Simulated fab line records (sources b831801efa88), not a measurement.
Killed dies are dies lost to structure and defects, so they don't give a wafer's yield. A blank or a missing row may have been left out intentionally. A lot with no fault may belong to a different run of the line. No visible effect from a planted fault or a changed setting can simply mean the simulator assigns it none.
The tool behind it: which one? + flow gf180mcu + 14 lots, 42 wafers sampled, at 5 steps of a route of 602

## WHAT THE GAUGES SHOWED, per wafer
No reading from a measuring or inspecting step in the record can be judged against a usual standard deviation.

## EACH LOT AND THE TOOL THAT RAN IT (in order: tool; ch and the chambers of the sampled wafers; start)
| lot  | GF_V5_CMP_04                  | GF_V5_ETCH_17                                 | GF_TOP_METAL_SPUTTER_00      | GF_TOP_METAL_SPUTTER_02      | GF_TOP_METAL_METAL_ETCH_16        |
|------|-------------------------------|-----------------------------------------------|------------------------------|------------------------------|-----------------------------------|
| L202 | cmp-01 ch 0,1,3, day 26 20:08 | rie-diel-02 ch 0,1,2, day 27 17:52 or earlier | pvd-sputter-04, day 27 17:52 | pvd-sputter-04, day 27 18:00 | rie-metal-02 ch 0,1, day 28 13:29 |
| L203 | cmp-02 ch 1,2, day 27 06:36   | rie-diel-03 ch 0,3, day 28 04:17 or earlier   | pvd-sputter-02, day 28 04:17 | pvd-sputter-02, day 28 04:25 | rie-metal-03 ch 0, day 29 00:01   |
| L205 | cmp-02 ch 1,2,3, day 27 12:16 | rie-diel-02 ch 0,1,2, day 28 09:38 or earlier | pvd-sputter-03, day 28 09:38 | pvd-sputter-03, day 28 09:46 | rie-metal-01 ch 0,1, day 29 05:31 |
| L206 | cmp-01 ch 0,3, day 27 19:35   | rie-diel-04 ch 1,2,3, day 28 17:40 or earlier | pvd-sputter-02, day 28 17:40 | pvd-sputter-02, day 28 17:48 | rie-metal-01 ch 0,1, day 29 13:32 |
| L207 | cmp-01 ch 1,3, day 27 23:25   | rie-diel-02 ch 1,2,3, day 28 20:47 or earlier | pvd-sputter-04, day 28 20:47 | pvd-sputter-04, day 28 20:55 | rie-metal-03 ch 0, day 29 15:59   |
| L208 | cmp-02 ch 0,3, day 28 17:32   | rie-diel-03 ch 1,2,3, day 29 14:33 or earlier | pvd-sputter-04, day 29 14:33 | pvd-sputter-04, day 29 14:41 | rie-metal-02 ch 0,1, day 30 10:01 |
| L212 | cmp-01 ch 0,2,3, day 29 18:38 | rie-diel-04 ch 0,1,2, day 30 14:41 or earlier | pvd-sputter-03, day 30 14:41 | pvd-sputter-03, day 30 14:49 | rie-metal-02 ch 0, day 31 08:34   |
| L215 | cmp-02 ch 0,2,3, day 30 21:24 | rie-diel-02 ch 1,2, day 31 16:11 or earlier   | pvd-sputter-04, day 31 16:11 | pvd-sputter-04, day 31 16:19 | rie-metal-01 ch 0, day 32 09:23   |
| L216 | cmp-01 ch 0,2, day 30 23:28   | rie-diel-04 ch 1,2,3, day 31 19:14 or earlier | pvd-sputter-02, day 31 19:14 | pvd-sputter-02, day 31 19:22 | rie-metal-01 ch 0, day 32 11:05   |
| L217 | cmp-01 ch 1,3, day 31 05:56   | rie-diel-04 ch 2,3, day 32 05:05 or earlier   | pvd-sputter-04, day 32 05:05 | pvd-sputter-04, day 32 05:13 | rie-metal-03 ch 0,1, day 32 19:55 |
| L221 | cmp-02 ch 0,2,3, day 32 06:26 | rie-diel-02 ch 0,1,3, day 32 23:54 or earlier | pvd-sputter-04, day 32 23:54 | pvd-sputter-04, day 33 00:02 | rie-metal-02 ch 0,1, day 33 15:53 |
| L222 | cmp-01 ch 2,3, day 32 08:19   | rie-diel-04 ch 2,3, day 33 02:25 or earlier   | pvd-sputter-04, day 33 02:25 | pvd-sputter-04, day 33 02:32 | rie-metal-02 ch 0, day 33 18:19   |
| L223 | cmp-02 ch 1,2,3, day 32 16:58 | rie-diel-02 ch 0,1,2, day 33 10:24 or earlier | pvd-sputter-04, day 33 10:24 | pvd-sputter-04, day 33 10:32 | rie-metal-03 ch 0,1, day 34 02:07 |
| L224 | cmp-02 ch 1,3, day 32 18:37   | rie-diel-03 ch 0,3, day 33 11:57 or earlier   | pvd-sputter-04, day 33 11:57 | pvd-sputter-04, day 33 12:05 | rie-metal-02 ch 0,1, day 34 03:19 |
- GF_V5_CMP_04: polishes SiO2.
- GF_V5_ETCH_17: etches SiO2 in C4F8/O2/Ar, stops on TiN, target depth 855 nm.
- GF_TOP_METAL_SPUTTER_00: material Ti, target thk 37.5 nm, time 150 s.
- GF_TOP_METAL_SPUTTER_02: material AlCu, target thk 900 nm, time 47.82 s.
- GF_TOP_METAL_METAL_ETCH_16: etches the open film in Cl2/BCl3, stops on SiO2, target depth 1077.5 nm, time 179.6 s.

## WHAT THE TOOLS THEMSELVES READ (means of the sampled wafers that have a number; where no wafer has one, the mark that the record gives instead)
GF_V5_CMP_04. Usual: motor-current-A 12.3 A, standard deviation 1.1.
| lot  | tool   | motor-current-A (A) | flag |
|------|--------|---------------------|------|
| L202 | cmp-01 | 12.0                |      |
| L203 | cmp-02 | 12.2                |      |
| L205 | cmp-02 | 12.5                |      |
| L206 | cmp-01 | 10.9                |      |
| L207 | cmp-01 | 13.0                |      |
| L208 | cmp-02 | 13.4                |      |
| L212 | cmp-01 | 11.7                |      |
| L215 | cmp-02 | 12.7                |      |
| L216 | cmp-01 | 12.4                |      |
| L217 | cmp-01 | 12.7                |      |
| L221 | cmp-02 | 12.7                |      |
| L222 | cmp-01 | 11.9                |      |
| L223 | cmp-02 | 12.5                |      |
| L224 | cmp-02 | 11.7                |      |

GF_V5_ETCH_17. Usual: bias-w 1199 W, standard deviation 3.6; oes-product-au 0.859 a.u., standard deviation 0.0046.
| lot  | tool        | bias-w (W) | oes-product-au (a.u.) | flag |
|------|-------------|------------|-----------------------|------|
| L202 | rie-diel-02 | 1199       | 0.857                 |      |
| L203 | rie-diel-03 | 1197       | 0.863                 |      |
| L205 | rie-diel-02 | 1200       | 0.862                 |      |
| L206 | rie-diel-04 | 1197       | 0.858                 |      |
| L207 | rie-diel-02 | 1201       | 0.857                 |      |
| L208 | rie-diel-03 | 1198       | 0.860                 |      |
| L212 | rie-diel-04 | 1200       | 0.856                 |      |
| L215 | rie-diel-02 | 1201       | 0.861                 |      |
| L216 | rie-diel-04 | 1201       | 0.860                 |      |
| L217 | rie-diel-04 | 1198       | 0.862                 |      |
| L221 | rie-diel-02 | 1200       | 0.861                 |      |
| L222 | rie-diel-04 | 1202       | 0.863                 |      |
| L223 | rie-diel-02 | 1196       | 0.857                 |      |
| L224 | rie-diel-03 | 1200       | 0.860                 |      |

GF_TOP_METAL_SPUTTER_00. Usual: cathode-dc-power-W 4000.0 W, standard deviation 0.73; chamber-pressure-pa 2.000 Pa, standard deviation 0.0038; substrate-temp-c 200.01 C, standard deviation 0.15; throttle-valve-pct 30.4 %, standard deviation 0.98.
| lot  | tool           | cathode-dc-power-W (W) | chamber-pressure-pa (Pa) | substrate-temp-c (C) | throttle-valve-pct (%) | flag |
|------|----------------|------------------------|--------------------------|----------------------|------------------------|------|
| L202 | pvd-sputter-04 | 4000.0                 | 1.997                    | 199.94               | 30.6                   |      |
| L203 | pvd-sputter-02 | 3999.9                 | 1.996                    | 200.04               | 30.8                   |      |
| L205 | pvd-sputter-03 | 3999.9                 | 1.995                    | 199.86               | 30.3                   |      |
| L206 | pvd-sputter-02 | 3999.2                 | 2.001                    | 200.03               | 30.7                   |      |
| L207 | pvd-sputter-04 | -                      | -                        | -                    | -                      | OFF  |
| L208 | pvd-sputter-04 | -                      | -                        | -                    | -                      | OFF  |
| L212 | pvd-sputter-03 | 3999.8                 | 1.999                    | 200.08               | 31.0                   |      |
| L215 | pvd-sputter-04 | 4000.0                 | 2.000                    | 199.90               | 30.1                   |      |
| L216 | pvd-sputter-02 | 3999.7                 | 1.996                    | 200.07               | 30.2                   |      |
| L217 | pvd-sputter-04 | 4000.0                 | 1.999                    | 200.16               | 31.0                   |      |
| L221 | pvd-sputter-04 | 3999.8                 | 2.000                    | 199.96               | 30.8                   |      |
| L222 | pvd-sputter-04 | 3999.8                 | 2.000                    | 199.88               | 30.5                   |      |
| L223 | pvd-sputter-04 | 4000.5                 | 1.999                    | 199.83               | 30.5                   |      |
| L224 | pvd-sputter-04 | 3999.2                 | 2.000                    | 199.99               | 31.2                   |      |

GF_TOP_METAL_SPUTTER_02. Usual: cathode-dc-power-W 10600 W, standard deviation 1.9; chamber-pressure-pa 0.3000 Pa, standard deviation 0.00062; substrate-temp-c 250.00 C, standard deviation 0.18; throttle-valve-pct 30.4 %, standard deviation 1.
| lot  | tool           | cathode-dc-power-W (W) | chamber-pressure-pa (Pa) | substrate-temp-c (C) | throttle-valve-pct (%) | flag |
|------|----------------|------------------------|--------------------------|----------------------|------------------------|------|
| L202 | pvd-sputter-04 | 10599                  | 0.3003                   | 250.12               | 30.6                   |      |
| L203 | pvd-sputter-02 | 10600                  | 0.3002                   | 250.00               | 30.5                   |      |
| L205 | pvd-sputter-03 | 10601                  | 0.3000                   | 249.85               | 30.1                   |      |
| L206 | pvd-sputter-02 | 10600                  | 0.3001                   | 249.97               | 30.8                   |      |
| L207 | pvd-sputter-04 | 10600                  | 0.3004                   | 249.97               | 29.3                   |      |
| L208 | pvd-sputter-04 | 10602                  | 0.2996                   | 249.98               | 30.4                   |      |
| L212 | pvd-sputter-03 | 10600                  | 0.2998                   | 249.92               | 30.8                   |      |
| L215 | pvd-sputter-04 | 10599                  | 0.3002                   | 249.96               | 30.1                   |      |
| L216 | pvd-sputter-02 | 10600                  | 0.2995                   | 249.95               | 30.2                   |      |
| L217 | pvd-sputter-04 | 10600                  | 0.2998                   | 250.10               | 31.1                   |      |
| L221 | pvd-sputter-04 | 10600                  | 0.3006                   | 249.86               | 30.7                   |      |
| L222 | pvd-sputter-04 | 10600                  | 0.2995                   | 249.86               | 30.5                   |      |
| L223 | pvd-sputter-04 | 10601                  | 0.2999                   | 250.06               | 30.5                   |      |
| L224 | pvd-sputter-04 | 10599                  | 0.2998                   | 250.01               | 31.1                   |      |

GF_TOP_METAL_METAL_ETCH_16. Usual: bias-w 140.0 W, standard deviation 0.37; drypump-motor-current-A 5.7 A, standard deviation 0.47; oes-product-au 0.966 a.u., standard deviation 0.0076; throttle-valve-pct 28.255 %, standard deviation 0.0099.
| lot  | tool         | bias-w (W) | drypump-motor-current-A (A) | oes-product-au (a.u.) | throttle-valve-pct (%) | flag |
|------|--------------|------------|-----------------------------|-----------------------|------------------------|------|
| L202 | rie-metal-02 | 139.5      | 5.6                         | 0.958                 | 28.261                 |      |
| L203 | rie-metal-03 | 139.5      | 6.5                         | 0.965                 | 28.251                 |      |
| L205 | rie-metal-01 | 140.2      | 5.4                         | 0.965                 | 28.257                 |      |
| L206 | rie-metal-01 | 139.8      | 5.3                         | 0.968                 | 28.252                 |      |
| L207 | rie-metal-03 | 139.7      | 6.5                         | 0.936                 | 28.285                 | OFF  |
| L208 | rie-metal-02 | 139.7      | 5.5                         | 0.946                 | 28.290                 | OFF  |
| L212 | rie-metal-02 | 140.1      | 5.4                         | 0.973                 | 28.246                 |      |
| L215 | rie-metal-01 | 140.0      | 5.1                         | 0.970                 | 28.247                 |      |
| L216 | rie-metal-01 | 140.4      | 5.1                         | 0.961                 | 28.267                 |      |
| L217 | rie-metal-03 | 139.8      | 5.9                         | 0.962                 | 28.254                 |      |
| L221 | rie-metal-02 | 139.8      | 5.6                         | 0.968                 | 28.261                 |      |
| L222 | rie-metal-02 | 139.7      | 5.4                         | 0.960                 | 28.260                 |      |
| L223 | rie-metal-03 | 139.9      | 6.2                         | 0.969                 | 28.254                 |      |
| L224 | rie-metal-02 | 140.3      | 5.6                         | 0.962                 | 28.259                 |      |

## THE ANSWER, worked out from the rows above alone
Rule: a lot is off if the mean of its wafers that have a number lies more than 3 standard deviations from the usual mean. Also off: a lot with no number at a reading for which 4 or more lots have one. The other lots that the step has rows for count as sound. After the gauges, taken in route order, come the tools' own readings; for these a lot's mean is taken, as printed above. The first step at which some lot is off is used, and at that step the reading that is off furthest; a lot without a number counts as furthest.
Off: L207, L208, at GF_TOP_METAL_SPUTTER_00 (cathode-dc-power-W). Without a number there: L207, L208.
A tool fits if, at that step or a process step before it, it ran every lot that is off, and no sound lot after the first of them. GF_V5_ETCH_17: start missing for some lots; hours and lot order therefore follow GF_TOP_METAL_SPUTTER_00. No candidate that was tried fits.

## WHAT HAD BEEN PUT IN BY THE SIMULATOR
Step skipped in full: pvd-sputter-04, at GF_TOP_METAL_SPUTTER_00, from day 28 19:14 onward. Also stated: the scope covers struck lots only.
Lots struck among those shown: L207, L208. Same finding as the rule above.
